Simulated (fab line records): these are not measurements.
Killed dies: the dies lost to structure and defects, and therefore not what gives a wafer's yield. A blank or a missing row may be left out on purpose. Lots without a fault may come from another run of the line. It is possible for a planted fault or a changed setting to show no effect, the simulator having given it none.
fab line records	flow sky130
[record] lots = 5	wafers = 12	last_day = 49
route steps=708 shown LI_CONTACT@376 LOCAL_INTERCONNECT@387 PAD_OPEN@708
lots with no fault: from the same line, run without faults
start_h: hours from the record's opening day to when the first of the lot's shown wafers began	wait_h: hours from the lot's prior step to this one	" same as the row above	L1.1+2: one row covering several wafers at once	- value missing, or start not given	* or withheld: withheld	< > ~ a bound
route shown NAME@n: a module of which the file shows steps, and the number in the route of the first	usual: mean/standard deviation of fault-free wafers	same: alike in all rows	chamber/n: place in a boat	sites: readings site by site	_std_site: standard deviation across them	_edge_site: inner sites' mean taken away from outer sites' mean	radius_mm: how far each site lies from the wafer's centre	mask NAME#n: copy n	behind: the tool/chamber that last shaped the wafer	hold: the reason the lot was held/the length of the hold in hours/how it ended	device: whichever transistor did not switch (one of n, p or np)	end of line: the route-end tests of the same wafers	a step without rows: its recipe alone	killed: dies that structure and defects cost at the first sort, which is not the same as the wafer's yield	map: a wafer's dies, marking killed ones x, the rest . and places with no die _
set.NAME: setting as actually run; set.NAME@STEP: the setting as run at that earlier step	model.NAME: the simulator's own value behind a step, which no gauge read
a table for each step, a row for each wafer; lots at some steps of the route
services: a tool's chamber out of use, with start hour (start_h, from the record's first day; less than 0 if before it), hours out, and reason
[[steps]]
[step SKY_LI_CONTACT_ETCH_14]
[recipe] chemistry = N2/H2	target = BARC	ion_energy_ev = 200	source_w = 500	bias_w = 100	pressure_mtorr = 30	n2_flow_sccm = 100	h2_flow_sccm = 200	stop_on = SiO2	time_s = 45.9	target_depth_a = 600
[step SKY_LI_CONTACT_ETCH_15]
[recipe] target = PSG	chemistry = C4F8/O2/Ar	stop_on = Si	taper_deg = 4.15	mask_material = KrF-thick	source_w = 1500	bias_w = 1200	pressure_mtorr = 40	c4f8_flow_sccm = withheld	O2_flow_sccm = 6	Ar_flow_sccm = 300	time_s = withheld	target_depth_a = 6000
[step SKY_LI_CONTACT_STRIP_16]
[recipe] chemistry = O2/N2	power_w = 1400	pressure_mtorr = 1500	platen_temp_c = withheld	o2_flow_sccm = 3000	n2_flow_sccm = 300	overash_fraction = 0.5
[step SKY_LI_CONTACT_CLEAN_17]
[recipe] chemistry = NMP	time_s = 600	temp_c = 60	dry = n2_spin
[step SKY_LI_CONTACT_PRE_CLEAN_18]
[recipe] gas = Ar	time_s = 5.6	bias_v = 358
[step SKY_LI_CONTACT_SPUTTER_19]
[recipe] material = Ti	target_thk_nm = 20	chamber_pressure_pa = 5	power_w = 2500	substrate_temp_c = 200	time_s = 106.37
[step SKY_LI_CONTACT_SPUTTER_20]
[recipe] material = TiN	target_thk_nm = 20	chamber_pressure_pa = 5	power_w = 4000	time_s = 80
[step SKY_LI_CONTACT_CVD_21]
[recipe] material = W	target_thk_nm = 400	time_s = 120.56	temp_c = 400	pressure_torr = 40
[step SKY_LI_CONTACT_CMP_24]
[recipe] stop_on = PSG	t_overpolish_s = 20	down_force_psi = 3.5	platen_rpm = 60	target_thk_nm = 0	pad_velocity_m_s = 0.94248
[step SKY_LOCAL_INTERCONNECT_SPUTTER_00]
[recipe] material = TiN	target_thk_nm = 100	temp_c = 300	power_w = 6500	time_s = 83.3	chamber_pressure_pa = 0.4
[usual] throttle_valve_pct = 29.3/0.86
lot.wafer	tool	chamber	start_h	wait_h	throttle_valve_pct	model.TiN_of_LOCAL_INTERCONNECT_SPUTTER_00.thk_nm
L140.3	pvd_sputter-04	-	737.22	0.1	29.0	99.93
L140.4	"	-	"	"	27.8	100.6
L140.6	"	-	"	"	27.8	100.5
L150.2	pvd_sputter-04	-	819.34	0.1	28.9	100.2
L150.3	"	-	"	"	29.2	58.91
L151.1	pvd_sputter-01	-	824.27	0.2	29.0	99.39
L151.3	"	-	"	"	30.3	100.5
L151.5	"	-	"	"	30.2	98.87
L152.2	pvd_sputter-04	-	826.12	0.2	28.9	98.18
L152.5	"	-	"	"	30.0	55.82
L153.3	pvd_sputter-04	-	830.09	0.2	27.7	57.66
L153.5	"	-	"	"	28.8	57.64
[step SKY_LOCAL_INTERCONNECT_RS_MEAS_01]
[recipe] thk_meas_gauge = four-point-probe	reads = TiN_of_LOCAL_INTERCONNECT_SPUTTER_00
[usual] LOCAL_INTERCONNECT_TIN_RS = 14.12/0.14
lot.wafer	tool	chamber	start_h	wait_h	hold	LOCAL_INTERCONNECT_TIN_RS[ohm/sq]
L140.3	film_metro-04	-	737.32	0.1	-	14.17
L140.4	"	-	"	"	-	14.07
L140.6	"	-	"	"	-	14.04
L150.2	film_metro-04	-	819.44	0.1	await_dispo/0.2h/release	14.11
L150.3	"	-	"	"	await_dispo/0.2h/release	24.73
L150.2	film_metro-04	-	819.72	0.3	-	14.12
L150.3	"	-	"	"	-	24.82
L151.1	film_metro-03	-	824.34	0.0	-	14.25
L151.3	"	-	"	"	-	14.06
L151.5	"	-	"	"	-	14.34
L152.2	film_metro-04	-	826.21	0.1	await_dispo/0.2h/release	14.41
L152.5	"	-	"	"	await_dispo/0.2h/release	26.28
L152.2	film_metro-04	-	826.49	0.3	-	14.41
L152.5	"	-	"	"	-	26.24
L153.3	film_metro-04	-	830.19	0.1	await_dispo/0.2h/release	25.33
L153.5	"	-	"	"	await_dispo/0.2h/release	25.33
L153.3	film_metro-04	-	830.48	0.3	-	25.44
L153.5	"	-	"	"	-	25.39
[step SKY_LOCAL_INTERCONNECT_THK_MEAS_02]
[recipe] thk_meas_gauge = xrf	reads = TiN_of_LOCAL_INTERCONNECT_SPUTTER_00
[usual] LOCAL_INTERCONNECT_TIN_THK = 98.7/0.98
lot.wafer	tool	chamber	start_h	wait_h	hold	LOCAL_INTERCONNECT_TIN_THK[nm]
L140.3	film_metro-04	-	737.42	0.1	-	98.0
L140.4	"	-	"	"	-	98.4
L140.6	"	-	"	"	-	99.3
L150.2	film_metro-04	-	824.02	4.3	await_dispo/0.2h/release	98.3
L150.3	"	-	"	"	await_dispo/0.2h/release	58.0
L150.2	film_metro-04	-	824.25	0.2	-	98.1
L150.3	"	-	"	"	-	57.5
L151.1	film_metro-03	-	824.46	0.1	-	98.5
L151.3	"	-	"	"	-	99.3
L151.5	"	-	"	"	-	97.6
L153.3	film_metro-04	-	832.35	1.8	await_dispo/0.2h/release	56.6
L153.5	"	-	"	"	await_dispo/0.2h/release	56.5
L153.3	film_metro-04	-	832.57	0.2	-	56.9
L153.5	"	-	"	"	-	56.8
L152.2	film_metro-04	-	832.74	6.2	await_dispo/0.2h/release	96.2
L152.5	"	-	"	"	await_dispo/0.2h/release	55.3
L152.2	film_metro-04	-	832.97	0.2	-	96.3
L152.5	"	-	"	"	-	55.0
[step SKY_LOCAL_INTERCONNECT_HMDS_04]
[recipe] prime_time_s = 60	prime_temp_c = 120
[step SKY_LOCAL_INTERCONNECT_COAT_05]
[recipe] resist = BARC	temp_c = withheld	time_s = withheld	spin_rpm = 3000	resist_thk_nm = 60
[step SKY_LOCAL_INTERCONNECT_COAT_06]
[recipe] resist = KrF-thick	spin_rpm = 3000	resist_thk_nm = 450
[step SKY_LOCAL_INTERCONNECT_SOFTBAKE_07]
[recipe] temp_c = 100	time_s = 90	resist = KrF-thick
[step SKY_LOCAL_INTERCONNECT_EXPOSE_08]
[recipe] mask_id = LI1M	na = 0.8	source_shape = annular	sigma_inner = 0.55	sigma_outer = 0.85	target_cd_nm = 170	dose_mj = 28
[step SKY_LOCAL_INTERCONNECT_PEB_09]
[recipe] peb_temp_c = withheld	peb_time_s = withheld	resist = KrF-thick
[step SKY_LOCAL_INTERCONNECT_DEVELOP_10]
[recipe] develop_time_s = 60	resist = KrF-thick	dev_temp_c = 21
[step SKY_LOCAL_INTERCONNECT_ETCH_13]
[recipe] chemistry = N2/H2	target = BARC	ion_energy_ev = 200	bias_w = 100	pressure_mtorr = 30	n2_flow_sccm = 100	h2_flow_sccm = 200	icp_w = 500	stop_on = SiO2	time_s = 45.9	target_depth_a = 600
[step SKY_LOCAL_INTERCONNECT_METAL_ETCH_14]
[recipe] target_depth_nm = 110	stop_on = PSG	chemistry = Cl2/BCl3	target = TiN	resist_sidewall_deg = 88	pressure_mtorr = 10	icp_w = 900	bias_w = 48.5	Cl2_flow_sccm = 60	bcl3_flow_sccm = 30	time_s = 31.4
[usual] chamber_pressure_mTorr = 10.001/0.0088	drypump_motor_current_A = 5.4/0.39	oes_product_au = 0.942/0.0064	throttle_valve_pct = 21.899/0.0096
lot.wafer	tool	chamber	start_h	wait_h	chamber_pressure_mTorr	drypump_motor_current_A	oes_product_au	rf_hours_counter_h	throttle_valve_pct
L140.3	rie_metal-03	0	765.09	0.0	9.998	5.1	0.947	-	21.909
L140.4	"	1	"	"	9.992	5.0	0.938	-	21.899
L140.6	"	1	"	"	10.005	5.0	0.946	-	21.894
L150.2	rie_metal-02	1	845.93	0.0	9.991	6.0	0.937	6	21.904
L150.3	"	0	"	"	10.012	5.7	0.709	-	22.037
L151.1	rie_metal-02	0	850.52	0.0	9.999	5.7	0.943	13	21.911
L151.3	"	1	"	"	10.024	6.0	0.942	-	21.900
L151.5	"	0	"	"	9.991	5.7	0.932	-	21.895
L152.2	rie_metal-03	0	852.48	0.0	10.009	5.1	0.931	1	21.906
L152.5	"	0	"	"	9.995	5.1	0.689	-	22.050
L153.3	rie_metal-01	1	857.30	0.0	10.008	5.1	0.699	-	22.046
L153.5	"	0	"	"	10.013	5.7	0.707	-	22.038
[step SKY_LOCAL_INTERCONNECT_STRIP_15]
[recipe] chemistry = O2/N2	power_w = 1400	pressure_mtorr = 1500	platen_temp_c = withheld	o2_flow_sccm = 3000	n2_flow_sccm = 300	overash_fraction = 0.5
[step SKY_LOCAL_INTERCONNECT_STRIP_16]
[recipe] chemistry = post_etch_residue_remover	time_s = 1200	temp_c = 72.5
lot.wafer	tool	chamber	start_h	wait_h	model.TiN_of_LOCAL_INTERCONNECT_SPUTTER_00.thk_nm
L140.3	wet_bench-03	2	765.23	0.0	99.51
L140.4	"	2	"	"	100.2
L140.6	"	2	"	"	100
L150.2	wet_bench-01	2	846.08	0.1	99.77
L150.3	"	2	"	"	58.49
L151.1	wet_bench-04	1	850.67	0.1	98.97
L151.3	"	1	"	"	100.1
L151.5	"	1	"	"	98.45
L152.2	wet_bench-01	2	852.63	0.1	97.76
L152.5	"	2	"	"	55.39
L153.3	wet_bench-04	1	857.43	0.0	57.23
L153.5	"	1	"	"	57.22
[step SKY_LOCAL_INTERCONNECT_CLEAN_17]
[recipe] chemistry = IPA	time_s = 180	temp_c = 25
[step SKY_PAD_OPEN_PROBE_99]
[usual] killed_at_M0_to_M3 = 45/7.3	killed_at_M4_up = 3.2/1.8	killed_at_contacts = 25/5.5	killed_at_front_end = 15/4.2	killed_at_other = 0.3/0.69	killed_dies = 89/9.4	killed_open = 49/6.6	killed_short = 40/6.4
[same] gross_dies = 492	killed_at_back_side = 0
lot.wafer	tool	chamber	start_h	wait_h	killed_at_M0_to_M3	killed_at_M4_up	killed_at_contacts	killed_at_front_end	killed_at_other	killed_dies	killed_open	killed_short	model.etest.res_li.line_ohm_um	model.etest.res_li.rs_ohm_sq	model.etest.mcon_chain.rc_ohm
L140.3	prober-01	-	1120.26	0.2	41	3	28	15	0	87	42	45	76.06	12.91	16.79
L140.4	prober-01	-	1120.31	0.2	53	5	23	11	2	94	55	39	75.65	12.84	16.79
L140.6	prober-01	-	1120.41	0.2	36	1	21	19	0	77	44	32	76.35	12.85	17.23
L150.2	prober-01	-	1177.21	0.1	48	2	21	29	0	100	52	48	74.63	12.76	16.97
L150.3	prober-01	-	1177.26	0.2	46	1	25	12	1	85	42	43	128.5	21.68	20.42
L151.1	prober-02	-	1180.11	0.1	55	2	36	14	1	108	62	46	75.14	12.9	16.58
L151.3	prober-02	-	1180.21	0.2	60	4	18	9	1	92	44	48	74.39	12.78	16.79
L151.5	prober-02	-	1180.31	0.2	46	2	28	13	0	89	46	43	75.21	13.01	16.96
L152.2	prober-01	-	1181.86	0.1	38	1	22	9	0	70	39	30	76.35	13.1	15.85
L152.5	prober-01	-	1182.01	0.2	44	3	32	18	0	97	58	38	134.9	23	22.18
L153.3	prober-02	-	1184.79	0.2	61	1	37	20	0	119	66	53	130	22.41	21.29
L153.5	prober-02	-	1184.89	0.2	44	0	33	10	0	87	50	37	131.2	22.25	20.9
// killed by level:class
L140.3 CONTACT:geometric_particle:open=9 VIA1:geometric_particle:open=8 LI_CONTACT:geometric_particle:open=7 FIELD_ISO:geometric_particle:open=6 METAL2:geometric_particle:short=6 LI_CONTACT:geometric_particle:short=5 METAL1:geometric_particle:short=5 VIA1:geometric_particle:short=5
L140.4 VIA2:geometric_particle:open=15 CONTACT:geometric_particle:open=8 VIA1:geometric_particle:open=8 METAL2:geometric_particle:short=8 VIA3:geometric_particle:open=7 LI_CONTACT:geometric_particle:open=5 METAL1:geometric_particle:short=5 VIA2:geometric_particle:short=5
L140.6 CONTACT:geometric_particle:open=10 FIELD_ISO:geometric_particle:open=7 VIA2:geometric_particle:open=6 VIA1:geometric_particle:open=6 FIELD_ISO:geometric_particle:short=5 METAL1:geometric_particle:short=5 METAL2:geometric_particle:short=5 POLY_GATE:geometric_particle:open=4
L150.2 FIELD_ISO:geometric_particle:short=9 CONTACT:geometric_particle:open=9 VIA1:geometric_particle:open=8 VIA1:geometric_particle:short=7 POLY_GATE:geometric_particle:open=6 METAL1:geometric_particle:short=6 VIA3:geometric_particle:open=6 LI_CONTACT:geometric_particle:open=5
L150.3 METAL1:geometric_particle:short=10 CONTACT:geometric_particle:open=9 VIA1:geometric_particle:open=6 VIA3:geometric_particle:open=6 LI_CONTACT:geometric_particle:short=5 LI_CONTACT:geometric_particle:open=5 CONTACT:geometric_particle:short=5 VIA1:geometric_particle:short=5
L151.1 VIA1:geometric_particle:open=18 CONTACT:geometric_particle:open=12 LI_CONTACT:geometric_particle:open=10 VIA2:geometric_particle:open=9 CONTACT:geometric_particle:short=7 VIA3:geometric_particle:open=6 VIA1:geometric_particle:short=6 LOCAL_INTERCONNECT:geometric_particle:short=5
L151.3 VIA2:geometric_particle:open=13 METAL2:geometric_particle:short=9 VIA1:geometric_particle:open=9 VIA3:geometric_particle:open=7 CONTACT:geometric_particle:open=6 METAL3:geometric_particle:short=6 LOCAL_INTERCONNECT:geometric_particle:short=5 METAL1:geometric_particle:short=5
L151.5 VIA1:geometric_particle:open=12 CONTACT:geometric_particle:open=11 METAL2:geometric_particle:short=8 VIA1:geometric_particle:short=6 LI_CONTACT:geometric_particle:open=6 CONTACT:geometric_particle:short=5 VIA2:geometric_particle:open=5 POLY_GATE:geometric_particle:short=4
L152.2 CONTACT:geometric_particle:open=10 VIA3:geometric_particle:open=7 VIA1:geometric_particle:open=6 VIA2:geometric_particle:open=6 LI_CONTACT:geometric_particle:open=4 CONTACT:geometric_particle:short=4 METAL2:geometric_particle:short=4 VIA3:geometric_particle:short=4
L152.5 LI_CONTACT:geometric_particle:open=12 CONTACT:geometric_particle:open=11 VIA1:geometric_particle:open=8 METAL1:geometric_particle:short=7 VIA2:geometric_particle:open=7 POLY_GATE:geometric_particle:open=5 VIA1:geometric_particle:short=5 METAL2:geometric_particle:short=5
L153.3 CONTACT:geometric_particle:open=15 VIA1:geometric_particle:open=10 VIA2:geometric_particle:open=9 LI_CONTACT:geometric_particle:open=9 VIA3:geometric_particle:open=9 VIA3:geometric_particle:short=8 METAL2:geometric_particle:short=7 POLY_GATE:geometric_particle:open=6
L153.5 CONTACT:geometric_particle:open=16 VIA1:geometric_particle:open=9 VIA2:geometric_particle:open=9 METAL2:geometric_particle:short=6 VIA3:geometric_particle:open=5 CONTACT:geometric_particle:short=5 LI_CONTACT:geometric_particle:short=4 LI_CONTACT:geometric_particle:open=4
[[services]]
tool	chamber	start_h	hours	kind
wet_bench-01	-	781.48	1.9	pm
rie_metal-03	0	810.55	-	clean
rie_metal-03	0	810.55	21.1	scheduled_down
rie_metal-03	0	810.55	21.1	vent_cycle
rie_metal-02	-	817.24	1.4	pm
rie_metal-01	-	842.14	0.2	repair
pvd_sputter-01	-	855.56	1.3	repair
rie_metal-03	-	857.08	2.8	pm
[[key]]
[first_sign] step = SKY_LOCAL_INTERCONNECT_RS_MEAS_01	reading = visit	direction = added
[effect] step = SKY_LOCAL_INTERCONNECT_RS_MEAS_01	reading = LOCAL_INTERCONNECT_TIN_RS	direction = up	sigmas = 83	usual = 14.12	struck = 25.42
[effect] step = SKY_LOCAL_INTERCONNECT_THK_MEAS_02	reading = visit	direction = added
[effect] step = SKY_LOCAL_INTERCONNECT_THK_MEAS_02	reading = LOCAL_INTERCONNECT_TIN_THK	direction = down	sigmas = 43	usual = 98.7	struck = 56.6
[effect] step = SKY_LOCAL_INTERCONNECT_METAL_ETCH_14	reading = oes_product_au	direction = down	sigmas = 38	usual = 0.942	struck = 0.701
[model_effect] step = SKY_LOCAL_INTERCONNECT_SPUTTER_00	value = TiN_of_LOCAL_INTERCONNECT_SPUTTER_00.thk_nm	without = 99.98	struck = 57.51
[model_effect] step = SKY_LOCAL_INTERCONNECT_STRIP_16	value = TiN_of_LOCAL_INTERCONNECT_SPUTTER_00.thk_nm	without = 99.56	struck = 57.08
[model_effect] step = SKY_PAD_OPEN_PROBE_99	value = etest.res_li.line_ohm_um	without = 75.28	struck = 131.2
met_at SKY_LOCAL_INTERCONNECT_SPUTTER_00
struck_wafers L150.3,L152.5,L153.3,L153.5
tester_left_out L150,L152,L153
onset_between 737.22 819.34
[fault] kind = process_parameter_drift	tool = pvd_sputter-04	chamber = -	onset_h = 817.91	steps = SKY_LOCAL_INTERCONNECT_SPUTTER_00	channel = target_thk_nm	offset = -42.475	shape = step	end_h = 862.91	scope = struck_wafers_only	acts_in = these_recipes_only	stated = 100
// tester_left_out: of these lots the tester's yield and bins aren't shown, on N5 and GAA mostly nor the transistor test; their killed dies are dies lost to structure and defects alone, not to doping, threshold or leakage, so they don't give the yield
